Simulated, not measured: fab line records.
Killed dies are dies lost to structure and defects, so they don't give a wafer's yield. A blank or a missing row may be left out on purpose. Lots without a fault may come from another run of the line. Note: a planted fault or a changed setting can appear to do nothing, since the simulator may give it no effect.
fab line records / flow sky130 / part 2 of 2: steps 28 to 39 of 39
record lots=5 wafers=15 lastDay=49
route steps=708 shown VT_ADJUST_NCORE@130 VT_ADJUST_HVTR@131 VT_ADJUST_PCH@143 SONOS_TUNNEL@154 SONOS_ONO@168
lots untouched by any fault: they come from a run of this same line in which no faults occurred
startH: hours from the record's opening day to when the first of the lot's shown wafers began / waitH: hours elapsed since this lot's preceding step / " the same as in the row above / L1.1+2: several wafers, shown together as one row / - no value present, or no start provided / * or withheld: withheld / < > ~ a bound
route shown NAME@n: NAME is a module with steps in the file, n the number in the route of the first one / usual: the fault-free wafers' mean and standard deviation / same: alike in all rows / chamber/n: place in a boat / sites: per-site readings / _std_site: how widely they spread, as a standard deviation / _edge_site: the outer-site mean with the inner-site mean subtracted / radiusMm: for every site, how far away it sits from the centre of the wafer / mask NAME#n: copy n / behind: the most recent tool/chamber to have shaped the wafer / hold: why the lot was held/for how many hours/how that ended / device: whichever transistor did not switch (one of n, p or np) / end of line: tests of these same wafers at the route's end / a step given without rows: its recipe and nothing more / killed: at the first sort, the dies lost to defects and structure; wafer yield is something else / map: the dies of a wafer, with x for killed, . for not killed, _ for no die there
set.NAME: the run value of the setting; set.NAME@STEP: its run value at that earlier step / model.NAME: the simulator's own value behind a step, which no gauge read
lots at some steps of the route; a table a step, a row a wafer
services: a tool's chamber out of use, with start hour (startH, from the record's first day; less than 0 if before it), hours out, and reason
## steps
# step SKY_SONOS_TUNNEL_SOFTBAKE_03
# recipe tempC=90 timeS=60 resist=NOVOLAK
# usual resistLineTempC=23.03/0.094
lot.wafer=L075.1 tool=lithoTrack-03 chamber=0 startH=264.02 waitH=0.1 resistLineTempC=23.12
lot.wafer=L075.4 tool=lithoTrack-03 chamber=0 startH=264.02 waitH=0.1 resistLineTempC=23.09
lot.wafer=L075.5 tool=lithoTrack-03 chamber=0 startH=264.02 waitH=0.1 resistLineTempC=23.07
lot.wafer=L077.2 tool=lithoTrack-02 chamber=0 startH=264.75 waitH=0.1 resistLineTempC=22.99
lot.wafer=L077.3 tool=lithoTrack-02 chamber=0 startH=264.75 waitH=0.1 resistLineTempC=22.99
lot.wafer=L077.6 tool=lithoTrack-02 chamber=0 startH=264.75 waitH=0.1 resistLineTempC=22.79
lot.wafer=L084.1 tool=lithoTrack-01 chamber=0 startH=305.36 waitH=0.1 resistLineTempC=23.01
lot.wafer=L084.2 tool=lithoTrack-01 chamber=0 startH=305.36 waitH=0.1 resistLineTempC=23.00
lot.wafer=L084.5 tool=lithoTrack-01 chamber=0 startH=305.36 waitH=0.1 resistLineTempC=23.07
lot.wafer=L086.1 tool=lithoTrack-02 chamber=0 startH=330.12 waitH=0.1 resistLineTempC=22.92
lot.wafer=L086.3 tool=lithoTrack-02 chamber=0 startH=330.12 waitH=0.1 resistLineTempC=22.98
lot.wafer=L086.5 tool=lithoTrack-02 chamber=0 startH=330.12 waitH=0.1 resistLineTempC=22.95
lot.wafer=L090.2 tool=lithoTrack-03 chamber=0 startH=363.09 waitH=0.1 resistLineTempC=22.96
lot.wafer=L090.5 tool=lithoTrack-03 chamber=0 startH=363.09 waitH=0.1 resistLineTempC=22.83
lot.wafer=L090.6 tool=lithoTrack-03 chamber=0 startH=363.09 waitH=0.1 resistLineTempC=22.98
# step SKY_SONOS_TUNNEL_EXPOSE_04
# recipe maskId=TUNM na=0.6 sourceShape=conventional sigmaOuter=0.6 polarization=unpolarized targetCdNm=410 doseMj=136
lot.wafer=L075.1+4+5 tool=ilineStepper-02 chamber=0 startH=- waitH=- mask=TUNM#0
lot.wafer=L077.2+3+6 tool=ilineStepper-01 chamber=0 startH=- waitH=- mask=TUNM#0
lot.wafer=L084.1+2+5 tool=ilineStepper-01 chamber=0 startH=- waitH=- mask=TUNM#0
lot.wafer=L086.1+3+5 tool=ilineStepper-01 chamber=0 startH=- waitH=- mask=TUNM#0
lot.wafer=L090.2+5+6 tool=ilineStepper-01 chamber=0 startH=- waitH=- mask=TUNM#0
# step SKY_SONOS_TUNNEL_PEB_05
# recipe tempC=withheld timeS=* resist=NOVOLAK
# usual resistLineTempC=*
lot.wafer=L075.1 tool=lithoTrack-02 chamber=0 startH=- waitH=- resistLineTempC=*
lot.wafer=L075.4 tool=lithoTrack-02 chamber=0 startH=- waitH=- resistLineTempC=*
lot.wafer=L075.5 tool=lithoTrack-02 chamber=0 startH=- waitH=- resistLineTempC=*
lot.wafer=L077.2 tool=lithoTrack-02 chamber=0 startH=- waitH=- resistLineTempC=*
lot.wafer=L077.3 tool=lithoTrack-02 chamber=0 startH=- waitH=- resistLineTempC=*
lot.wafer=L077.6 tool=lithoTrack-02 chamber=0 startH=- waitH=- resistLineTempC=*
lot.wafer=L084.1 tool=lithoTrack-02 chamber=0 startH=- waitH=- resistLineTempC=*
lot.wafer=L084.2 tool=lithoTrack-02 chamber=0 startH=- waitH=- resistLineTempC=*
lot.wafer=L084.5 tool=lithoTrack-02 chamber=0 startH=- waitH=- resistLineTempC=*
lot.wafer=L086.1 tool=lithoTrack-03 chamber=0 startH=- waitH=- resistLineTempC=*
lot.wafer=L086.3 tool=lithoTrack-03 chamber=0 startH=- waitH=- resistLineTempC=*
lot.wafer=L086.5 tool=lithoTrack-03 chamber=0 startH=- waitH=- resistLineTempC=*
lot.wafer=L090.2 tool=lithoTrack-02 chamber=0 startH=- waitH=- resistLineTempC=*
lot.wafer=L090.5 tool=lithoTrack-02 chamber=0 startH=- waitH=- resistLineTempC=*
lot.wafer=L090.6 tool=lithoTrack-02 chamber=0 startH=- waitH=- resistLineTempC=*
# step SKY_SONOS_TUNNEL_DEVELOP_06
# recipe resist=NOVOLAK developer=TMAH developTimeS=60 devTempC=23
# usual resistLineTempC=22.99/0.11
lot.wafer=L075.1 tool=lithoTrack-02 chamber=0 startH=275.77 waitH=0.1 resistLineTempC=22.97
lot.wafer=L075.4 tool=lithoTrack-02 chamber=0 startH=275.77 waitH=0.1 resistLineTempC=23.19
lot.wafer=L075.5 tool=lithoTrack-02 chamber=0 startH=275.77 waitH=0.1 resistLineTempC=23.22
lot.wafer=L077.2 tool=lithoTrack-02 chamber=0 startH=276.70 waitH=0.1 resistLineTempC=23.00
lot.wafer=L077.3 tool=lithoTrack-02 chamber=0 startH=276.70 waitH=0.1 resistLineTempC=22.88
lot.wafer=L077.6 tool=lithoTrack-02 chamber=0 startH=276.70 waitH=0.1 resistLineTempC=23.01
lot.wafer=L084.1 tool=lithoTrack-02 chamber=0 startH=318.52 waitH=0.1 resistLineTempC=22.89
lot.wafer=L084.2 tool=lithoTrack-02 chamber=0 startH=318.52 waitH=0.1 resistLineTempC=22.97
lot.wafer=L084.5 tool=lithoTrack-02 chamber=0 startH=318.52 waitH=0.1 resistLineTempC=22.90
lot.wafer=L086.1 tool=lithoTrack-03 chamber=0 startH=342.92 waitH=0.1 resistLineTempC=22.86
lot.wafer=L086.3 tool=lithoTrack-03 chamber=0 startH=342.92 waitH=0.1 resistLineTempC=22.92
lot.wafer=L086.5 tool=lithoTrack-03 chamber=0 startH=342.92 waitH=0.1 resistLineTempC=22.84
lot.wafer=L090.2 tool=lithoTrack-02 chamber=0 startH=376.95 waitH=0.1 resistLineTempC=22.95
lot.wafer=L090.5 tool=lithoTrack-02 chamber=0 startH=376.95 waitH=0.1 resistLineTempC=23.04
lot.wafer=L090.6 tool=lithoTrack-02 chamber=0 startH=376.95 waitH=0.1 resistLineTempC=23.12
# step SKY_SONOS_TUNNEL_CD_MEAS_07
# recipe targetCdNm=410
# usual cdNm=410.3/2.4
lot.wafer=L075.1 tool=cdSem-02 chamber=- startH=275.92 waitH=0.1 cdNm=410.1
lot.wafer=L075.4 tool=cdSem-02 chamber=- startH=275.92 waitH=0.1 cdNm=411.2
lot.wafer=L075.5 tool=cdSem-02 chamber=- startH=275.92 waitH=0.1 cdNm=408.1
lot.wafer=L077.2 tool=cdSem-01 chamber=- startH=276.95 waitH=0.2 cdNm=413.8
lot.wafer=L077.3 tool=cdSem-01 chamber=- startH=276.95 waitH=0.2 cdNm=411.3
lot.wafer=L077.6 tool=cdSem-01 chamber=- startH=276.95 waitH=0.2 cdNm=414.3
lot.wafer=L084.1 tool=cdSem-01 chamber=- startH=318.67 waitH=0.1 cdNm=408.4
lot.wafer=L084.2 tool=cdSem-01 chamber=- startH=318.67 waitH=0.1 cdNm=410.5
lot.wafer=L084.5 tool=cdSem-01 chamber=- startH=318.67 waitH=0.1 cdNm=411.1
lot.wafer=L086.1 tool=cdSem-02 chamber=- startH=343.07 waitH=0.1 cdNm=414.3
lot.wafer=L086.3 tool=cdSem-02 chamber=- startH=343.07 waitH=0.1 cdNm=414.3
lot.wafer=L086.5 tool=cdSem-02 chamber=- startH=343.07 waitH=0.1 cdNm=412.2
lot.wafer=L090.2 tool=cdSem-01 chamber=- startH=377.09 waitH=0.1 cdNm=407.1
lot.wafer=L090.5 tool=cdSem-01 chamber=- startH=377.09 waitH=0.1 cdNm=406.4
lot.wafer=L090.6 tool=cdSem-01 chamber=- startH=377.09 waitH=0.1 cdNm=405.0
# step SKY_SONOS_TUNNEL_OVL_MEAS_08
# usual SONOS_TUNNEL_OVL=0.7/1.4
lot.wafer=L075.1 tool=overlay-01 chamber=- startH=276.04 waitH=0.1 SONOS_TUNNEL_OVL[nm]=2.0
lot.wafer=L075.4 tool=overlay-01 chamber=- startH=276.04 waitH=0.1 SONOS_TUNNEL_OVL[nm]=2.4
lot.wafer=L075.5 tool=overlay-01 chamber=- startH=276.04 waitH=0.1 SONOS_TUNNEL_OVL[nm]=1.4
lot.wafer=L077.2 tool=overlay-01 chamber=- startH=277.05 waitH=0.1 SONOS_TUNNEL_OVL[nm]=-0.7
lot.wafer=L077.3 tool=overlay-01 chamber=- startH=277.05 waitH=0.1 SONOS_TUNNEL_OVL[nm]=-1.4
lot.wafer=L077.6 tool=overlay-01 chamber=- startH=277.05 waitH=0.1 SONOS_TUNNEL_OVL[nm]=-0.1
lot.wafer=L084.1 tool=overlay-02 chamber=- startH=318.79 waitH=0.1 SONOS_TUNNEL_OVL[nm]=0.4
lot.wafer=L084.2 tool=overlay-02 chamber=- startH=318.79 waitH=0.1 SONOS_TUNNEL_OVL[nm]=1.3
lot.wafer=L084.5 tool=overlay-02 chamber=- startH=318.79 waitH=0.1 SONOS_TUNNEL_OVL[nm]=4.2
lot.wafer=L086.1 tool=overlay-01 chamber=- startH=343.19 waitH=0.1 SONOS_TUNNEL_OVL[nm]=-1.8
lot.wafer=L086.3 tool=overlay-01 chamber=- startH=343.19 waitH=0.1 SONOS_TUNNEL_OVL[nm]=-0.9
lot.wafer=L086.5 tool=overlay-01 chamber=- startH=343.19 waitH=0.1 SONOS_TUNNEL_OVL[nm]=0.6
lot.wafer=L090.2 tool=overlay-01 chamber=- startH=377.20 waitH=0.1 SONOS_TUNNEL_OVL[nm]=1.1
lot.wafer=L090.5 tool=overlay-01 chamber=- startH=377.20 waitH=0.1 SONOS_TUNNEL_OVL[nm]=0.1
lot.wafer=L090.6 tool=overlay-01 chamber=- startH=377.20 waitH=0.1 SONOS_TUNNEL_OVL[nm]=1.8
# step SKY_SONOS_TUNNEL_IMPLANT_09
# recipe species=B energyKev=20 doseCm2=1e+12 tiltDeg=withheld
lot.wafer=L075.1+4+5 tool=implanter-04 chamber=0 startH=276.08 waitH=0.0
lot.wafer=L077.2+3+6 tool=implanter-03 chamber=0 startH=277.11 waitH=0.0
lot.wafer=L084.1+2+5 tool=implanter-04 chamber=0 startH=318.83 waitH=0.0
lot.wafer=L086.1+3+5 tool=implanter-04 chamber=0 startH=343.22 waitH=0.0
lot.wafer=L090.2+5+6 tool=implanter-03 chamber=0 startH=377.25 waitH=0.0
# step SKY_SONOS_TUNNEL_WET_ETCH_10
# recipe chemistry=dHF targetDepthNm=14 target=SiO2 dilution=100:1 tempC=25 timeS=280
lot.wafer=L075.1+4+5 tool=wetBench-01 chamber=1 startH=276.23 waitH=0.1
lot.wafer=L077.2+3+6 tool=wetBench-01 chamber=1 startH=277.23 waitH=0.1
lot.wafer=L084.1+2+5 tool=wetBench-02 chamber=0 startH=318.98 waitH=0.1
lot.wafer=L086.1+3+5 tool=wetBench-02 chamber=0 startH=343.37 waitH=0.1
lot.wafer=L090.2+5+6 tool=wetBench-01 chamber=1 startH=377.38 waitH=0.1
# step SKY_SONOS_TUNNEL_STRIP_11
# recipe chemistry=SPM timeS=600 tempC=130
lot.wafer=L075.1+4+5 tool=wetBench-02 chamber=3 startH=276.31 waitH=0.0
lot.wafer=L077.2+3+6 tool=wetBench-02 chamber=2 startH=277.32 waitH=0.0
lot.wafer=L084.1+2+5 tool=wetBench-01 chamber=2 startH=319.06 waitH=0.0
lot.wafer=L086.1+3+5 tool=wetBench-01 chamber=1 startH=343.46 waitH=0.0
lot.wafer=L090.2+5+6 tool=wetBench-02 chamber=2 startH=377.46 waitH=0.0
# step SKY_SONOS_TUNNEL_TW_MEAS_12
# usual SONOS_TUNNEL_TW=198.5/2.1
lot.wafer=L075.1 tool=filmMetro-03 chamber=- startH=276.52 waitH=0.0 SONOS_TUNNEL_TW=195.3
lot.wafer=L075.4 tool=filmMetro-03 chamber=- startH=276.52 waitH=0.0 SONOS_TUNNEL_TW=196.2
lot.wafer=L075.5 tool=filmMetro-03 chamber=- startH=276.52 waitH=0.0 SONOS_TUNNEL_TW=196.3
lot.wafer=L077.2 tool=filmMetro-02 chamber=- startH=277.52 waitH=0.0 SONOS_TUNNEL_TW=199.3
lot.wafer=L077.3 tool=filmMetro-02 chamber=- startH=277.52 waitH=0.0 SONOS_TUNNEL_TW=200.3
lot.wafer=L077.6 tool=filmMetro-02 chamber=- startH=277.52 waitH=0.0 SONOS_TUNNEL_TW=200.8
lot.wafer=L084.1 tool=filmMetro-03 chamber=- startH=319.25 waitH=0.0 SONOS_TUNNEL_TW=197.9
lot.wafer=L084.2 tool=filmMetro-03 chamber=- startH=319.25 waitH=0.0 SONOS_TUNNEL_TW=197.3
lot.wafer=L084.5 tool=filmMetro-03 chamber=- startH=319.25 waitH=0.0 SONOS_TUNNEL_TW=198.2
lot.wafer=L086.1 tool=filmMetro-03 chamber=- startH=343.63 waitH=0.0 SONOS_TUNNEL_TW=197.0
lot.wafer=L086.3 tool=filmMetro-03 chamber=- startH=343.63 waitH=0.0 SONOS_TUNNEL_TW=198.1
lot.wafer=L086.5 tool=filmMetro-03 chamber=- startH=343.63 waitH=0.0 SONOS_TUNNEL_TW=197.6
lot.wafer=L090.2 tool=filmMetro-03 chamber=- startH=377.66 waitH=0.0 SONOS_TUNNEL_TW=198.4
lot.wafer=L090.5 tool=filmMetro-03 chamber=- startH=377.66 waitH=0.0 SONOS_TUNNEL_TW=198.5
lot.wafer=L090.6 tool=filmMetro-03 chamber=- startH=377.66 waitH=0.0 SONOS_TUNNEL_TW=198.1
# step SKY_SONOS_TUNNEL_CLEAN_13
# recipe chemistry=dHF timeS=20 dilution=100:1 dry=ipaMarangoni
lot.wafer=L075.1+4+5 tool=wetBench-04 chamber=0 startH=276.58 waitH=0.1
lot.wafer=L077.2+3+6 tool=wetBench-04 chamber=1 startH=277.57 waitH=0.0
lot.wafer=L084.1+2+5 tool=wetBench-02 chamber=2 startH=319.31 waitH=0.1
lot.wafer=L086.1+3+5 tool=wetBench-02 chamber=1 startH=343.69 waitH=0.1
lot.wafer=L090.2+5+6 tool=wetBench-01 chamber=0 startH=377.71 waitH=0.0
# step SKY_SONOS_ONO_OXIDATION_00
# recipe tempC=800 ambient=O2 idleTempC=700 rampUpCPerMin=10 rampDownCPerMin=3 stabiliseS=600 purgeS=300 targetThkA=26 oxTimeS=1249
# usual oxTempCMax=804.7/1.1 spikeTcCentreC=798.8/1.3 tube_center_temp_C_max=802.1/0.32
lot.wafer=L075.1 tool=furnace-01 chamber=0 startH=276.63 waitH=0.0 oxTempCMax=802.9 spikeTcCentreC=799.9 tube_center_temp_C_max=802.0
lot.wafer=L075.4 tool=furnace-01 chamber=0 startH=276.63 waitH=0.0 oxTempCMax=803.3 spikeTcCentreC=800.3 tube_center_temp_C_max=801.7
lot.wafer=L075.5 tool=furnace-01 chamber=0 startH=276.63 waitH=0.0 oxTempCMax=802.7 spikeTcCentreC=800.7 tube_center_temp_C_max=802.4
lot.wafer=L077.2 tool=furnace-02 chamber=0 startH=278.53 waitH=0.9 oxTempCMax=804.9 spikeTcCentreC=797.1 tube_center_temp_C_max=802.4
lot.wafer=L077.3 tool=furnace-02 chamber=0 startH=278.53 waitH=0.9 oxTempCMax=805.7 spikeTcCentreC=797.8 tube_center_temp_C_max=802.1
lot.wafer=L077.6 tool=furnace-02 chamber=0 startH=278.53 waitH=0.9 oxTempCMax=805.6 spikeTcCentreC=796.3 tube_center_temp_C_max=802.0
lot.wafer=L084.1 tool=furnace-02 chamber=0 startH=319.68 waitH=0.4 oxTempCMax=805.3 spikeTcCentreC=797.8 tube_center_temp_C_max=802.2
lot.wafer=L084.2 tool=furnace-02 chamber=0 startH=319.68 waitH=0.4 oxTempCMax=806.2 spikeTcCentreC=797.6 tube_center_temp_C_max=802.2
lot.wafer=L084.5 tool=furnace-02 chamber=0 startH=319.68 waitH=0.4 oxTempCMax=804.5 spikeTcCentreC=798.0 tube_center_temp_C_max=801.9
lot.wafer=L086.1 tool=furnace-02 chamber=0 startH=344.23 waitH=0.5 oxTempCMax=804.3 spikeTcCentreC=798.5 tube_center_temp_C_max=802.4
lot.wafer=L086.3 tool=furnace-02 chamber=0 startH=344.23 waitH=0.5 oxTempCMax=804.9 spikeTcCentreC=797.5 tube_center_temp_C_max=802.0
lot.wafer=L086.5 tool=furnace-02 chamber=0 startH=344.23 waitH=0.5 oxTempCMax=804.3 spikeTcCentreC=799.6 tube_center_temp_C_max=802.1
lot.wafer=L090.2 tool=furnace-02 chamber=0 startH=381.32 waitH=3.6 oxTempCMax=805.4 spikeTcCentreC=798.4 tube_center_temp_C_max=802.1
lot.wafer=L090.5 tool=furnace-02 chamber=0 startH=381.32 waitH=3.6 oxTempCMax=805.6 spikeTcCentreC=797.5 tube_center_temp_C_max=802.2
lot.wafer=L090.6 tool=furnace-02 chamber=0 startH=381.32 waitH=3.6 oxTempCMax=807.3 spikeTcCentreC=796.1 tube_center_temp_C_max=802.1
## services
tool=plasmaAsher-01 chamber=- startH=193.14 hours=4.3 kind=pm
tool=plasmaAsher-04 chamber=- startH=196.42 hours=8.0 kind=repair
tool=plasmaAsher-01 chamber=- startH=199.96 hours=8.8 kind=repair
tool=plasmaAsher-03 chamber=- startH=207.13 hours=0.5 kind=repair
tool=plasmaAsher-01 chamber=- startH=207.85 hours=0.4 kind=repair
tool=ilineStepper-01 chamber=- startH=209.06 hours=1.7 kind=pm
tool=implanter-02 chamber=- startH=210.11 hours=1.8 kind=repair
tool=plasmaAsher-04 chamber=- startH=229.68 hours=6.0 kind=repair
tool=furnace-02 chamber=- startH=243.89 hours=4.7 kind=pm
tool=plasmaAsher-04 chamber=- startH=250.60 hours=13.1 kind=repair
tool=implanter-02 chamber=- startH=252.24 hours=7.3 kind=repair
tool=implanter-03 chamber=- startH=267.18 hours=0.7 kind=repair
tool=implanter-03 chamber=- startH=269.45 hours=5.8 kind=pm
tool=furnace-02 chamber=- startH=287.37 hours=2.9 kind=pm
tool=plasmaAsher-03 chamber=- startH=287.53 hours=2.8 kind=pm
tool=ilineStepper-02 chamber=- startH=289.66 hours=1.7 kind=pm
tool=implanter-01 chamber=- startH=296.16 hours=3.7 kind=repair
tool=plasmaAsher-03 chamber=- startH=299.26 hours=14.6 kind=pm
tool=implanter-03 chamber=- startH=314.12 hours=19.8 kind=pm
tool=implanter-01 chamber=- startH=317.97 hours=2.5 kind=repair
tool=implanter-01 chamber=- startH=329.86 hours=2.3 kind=repair
tool=ilineStepper-02 chamber=- startH=348.80 hours=1.1 kind=repair
tool=implanter-04 chamber=- startH=359.79 hours=3.1 kind=pm
tool=ilineStepper-02 chamber=- startH=380.51 hours=1.7 kind=repair
